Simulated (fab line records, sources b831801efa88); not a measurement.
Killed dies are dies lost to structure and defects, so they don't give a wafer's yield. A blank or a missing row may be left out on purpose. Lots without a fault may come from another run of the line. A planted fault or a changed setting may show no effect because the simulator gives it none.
Chamber matching | flow gf180mcu | GF_V5_CMP_26 on cmp-01: 4 sister chambers
The step polishes, stops on SiO2, t overpolish 15 s, target thk 0 nm. 4 wafers are shown with their chamber, then 8 later ones without.

WAFERS WITH THEIR CHAMBER
wafer  | chamber | motor_current_A (A)
L768.3 | 3       | 11.2
L769.1 | 0       | 12.3
L777.5 | 1       | 11.5
L778.1 | 2       | 11.3

WAFERS WITHOUT THEIR CHAMBER
wafer  | motor_current_A (A)
L778.2 | 11.7
L778.5 | 10.9
L780.1 | 11.4
L780.2 | 12.0
L780.5 | 10.9
L781.1 | 12.3
L781.2 | 11.6
L781.4 | 11.0

WHICH CHAMBER EACH WENT THROUGH
wafer  | from the rows above               | in truth
L778.2 | can't be placed: 1 or 2 or 3 or 0 | 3
L778.5 | can't be placed: 3 or 2 or 1      | 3
L780.1 | can't be placed: 1 or 2 or 3      | 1
L780.2 | can't be placed: 0 or 1 or 2      | 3
L780.5 | can't be placed: 3 or 2 or 1      | 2
L781.1 | 0                                 | 0
L781.2 | can't be placed: 1 or 2 or 3      | 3
L781.4 | can't be placed: 3 or 2 or 1      | 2
Placed correctly: 1 of 8. Can't be placed from these rows: 7 (the true chamber is among the candidates in 6). Placed wrongly: 0.
How it was worked out, from the rows above alone: a wafer's distance from a chamber is the root of the sum, over the readings, of the square of ((its reading less the chamber's mean) divided by the reading's scatter). The wafer belongs to the nearest chamber; if the next one is less than 2 further off, it can't be placed. A chamber's mean is the mean of its shown wafers. The scatter: with one shown wafer a chamber, the root of the mean of the squares of how far each hidden wafer lies from its nearest shown one.
